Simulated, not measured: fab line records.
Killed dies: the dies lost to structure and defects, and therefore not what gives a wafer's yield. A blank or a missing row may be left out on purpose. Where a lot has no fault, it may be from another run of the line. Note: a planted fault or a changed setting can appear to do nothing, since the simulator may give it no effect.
The tool behind it: which one? || flow sfq line || at 1 step of a route of 325, 15 lots with 45 wafers sampled

WHAT EACH GAUGE READ, for each wafer
The record holds no reading of a measuring or inspecting step that can be judged against a usual standard deviation.

WHAT TOOL EACH LOT RAN ON (gives the tool, then ch and the chambers of the sampled wafers, and finally the start)
{"lot": "L646", "SFQ_TRILAYER_I2_VIA_BARC_OPEN_VIA_ETCH_096": "rie diel-03 ch 1,2,3, day 37 12:23"}
{"lot": "L647", "SFQ_TRILAYER_I2_VIA_BARC_OPEN_VIA_ETCH_096": "rie diel-04 ch 0,1,2, day 37 21:59"}
{"lot": "L648", "SFQ_TRILAYER_I2_VIA_BARC_OPEN_VIA_ETCH_096": "rie diel-03 ch 0,1,3, day 38 00:23"}
{"lot": "L649", "SFQ_TRILAYER_I2_VIA_BARC_OPEN_VIA_ETCH_096": "rie diel-04 ch 0,2,3, day 38 12:23"}
{"lot": "L650", "SFQ_TRILAYER_I2_VIA_BARC_OPEN_VIA_ETCH_096": "rie diel-04 ch 0,1, day 39 05:11"}
{"lot": "L651", "SFQ_TRILAYER_I2_VIA_BARC_OPEN_VIA_ETCH_096": "rie diel-03 ch 1,2,3, day 39 20:47"}
{"lot": "L652", "SFQ_TRILAYER_I2_VIA_BARC_OPEN_VIA_ETCH_096": "rie diel-01 ch 0,2, day 40 00:23"}
{"lot": "L653", "SFQ_TRILAYER_I2_VIA_BARC_OPEN_VIA_ETCH_096": "rie diel-01 ch 0,2, day 40 18:23"}
{"lot": "L660", "SFQ_TRILAYER_I2_VIA_BARC_OPEN_VIA_ETCH_096": "rie diel-01 ch 0,1,3, day 42 04:54"}
{"lot": "L662", "SFQ_TRILAYER_I2_VIA_BARC_OPEN_VIA_ETCH_096": "rie diel-01 ch 0,1,3, day 42 17:01"}
{"lot": "L664", "SFQ_TRILAYER_I2_VIA_BARC_OPEN_VIA_ETCH_096": "rie diel-01 ch 0,1,2, day 43 15:49"}
{"lot": "L665", "SFQ_TRILAYER_I2_VIA_BARC_OPEN_VIA_ETCH_096": "rie diel-04 ch 0,2,3, day 44 03:49"}
{"lot": "L666", "SFQ_TRILAYER_I2_VIA_BARC_OPEN_VIA_ETCH_096": "rie diel-04 ch 0,1,3, day 44 18:21"}
{"lot": "L668", "SFQ_TRILAYER_I2_VIA_BARC_OPEN_VIA_ETCH_096": "rie diel-04 ch 1,2,3, day 45 00:21"}
{"lot": "L669", "SFQ_TRILAYER_I2_VIA_BARC_OPEN_VIA_ETCH_096": "rie diel-03 ch 2,3, day 45 08:45"}
- SFQ_TRILAYER_I2_VIA_BARC_OPEN_VIA_ETCH_096: etches BARC in O2, target depth 125 nm, time 41.7 s.

WHAT THE TOOLS THEMSELVES READ (means of the sampled wafers that have a number; where no wafer has one, the mark that the record gives instead)
SFQ_TRILAYER_I2_VIA_BARC_OPEN_VIA_ETCH_096.
{"lot": "L646", "tool": "rie diel-03", "drypump motor current A (A)": 6.1, "oes product au (a.u.)": 0.686, "run length s (s)": 69.4}
{"lot": "L647", "tool": "rie diel-04", "drypump motor current A (A)": 5.6, "oes product au (a.u.)": 0.686, "run length s (s)": 70.2}
{"lot": "L648", "tool": "rie diel-03", "drypump motor current A (A)": 5.9, "oes product au (a.u.)": 0.680, "run length s (s)": 69.8}
{"lot": "L649", "tool": "rie diel-04", "drypump motor current A (A)": 5.4, "oes product au (a.u.)": 0.682, "run length s (s)": 70.5}
{"lot": "L650", "tool": "rie diel-04", "drypump motor current A (A)": 5.8, "oes product au (a.u.)": 0.689, "run length s (s)": 70.4}
{"lot": "L651", "tool": "rie diel-03", "drypump motor current A (A)": 6.1, "oes product au (a.u.)": 0.680, "run length s (s)": 69.4}
{"lot": "L652", "tool": "rie diel-01", "drypump motor current A (A)": 5.9, "oes product au (a.u.)": 0.680, "run length s (s)": 69.8}
{"lot": "L653", "tool": "rie diel-01", "drypump motor current A (A)": 5.9, "oes product au (a.u.)": 0.685, "run length s (s)": 69.9}
{"lot": "L660", "tool": "rie diel-01", "drypump motor current A (A)": 5.6, "oes product au (a.u.)": 0.674, "run length s (s)": 71.9}
{"lot": "L662", "tool": "rie diel-01", "drypump motor current A (A)": 5.6, "oes product au (a.u.)": 0.673, "run length s (s)": 72.0}
{"lot": "L664", "tool": "rie diel-01", "drypump motor current A (A)": 5.9, "oes product au (a.u.)": 0.672, "run length s (s)": 71.6}
{"lot": "L665", "tool": "rie diel-04", "drypump motor current A (A)": 5.4, "oes product au (a.u.)": 0.682, "run length s (s)": 70.6}
{"lot": "L666", "tool": "rie diel-04", "drypump motor current A (A)": 5.6, "oes product au (a.u.)": 0.687, "run length s (s)": 70.3}
{"lot": "L668", "tool": "rie diel-04", "drypump motor current A (A)": 5.7, "oes product au (a.u.)": 0.683, "run length s (s)": 70.5}
{"lot": "L669", "tool": "rie diel-03", "drypump motor current A (A)": 6.6, "oes product au (a.u.)": 0.681, "run length s (s)": 69.8}

THE ANSWER, worked out from the rows above alone
Rule: the lots themselves supply what counts as usual. The widest of any qualifying gaps counts: lots, ordered by their means at a reading, are off when they make up no more than a third of the lots, leave a main group of 4 or more, and stand apart from it by 3 or more times the standard deviation of that group's means. A main group whose means are all the same, to the digits that the tables above print for the reading, isn't used. A lot without any number at a reading at which 4 lots or more have one is off too. All remaining lots with rows at the step are treated as sound. After the gauges, taken in route order, come the tools' own readings; for these a lot's mean is taken, as printed above. At the first step where some lot is off, the reading lying furthest off is the one used; lots without a number count as furthest.
No lot is off on any of the readings shown, so nothing can be concluded from this.

WHAT HAD BEEN PUT IN BY THE SIMULATOR
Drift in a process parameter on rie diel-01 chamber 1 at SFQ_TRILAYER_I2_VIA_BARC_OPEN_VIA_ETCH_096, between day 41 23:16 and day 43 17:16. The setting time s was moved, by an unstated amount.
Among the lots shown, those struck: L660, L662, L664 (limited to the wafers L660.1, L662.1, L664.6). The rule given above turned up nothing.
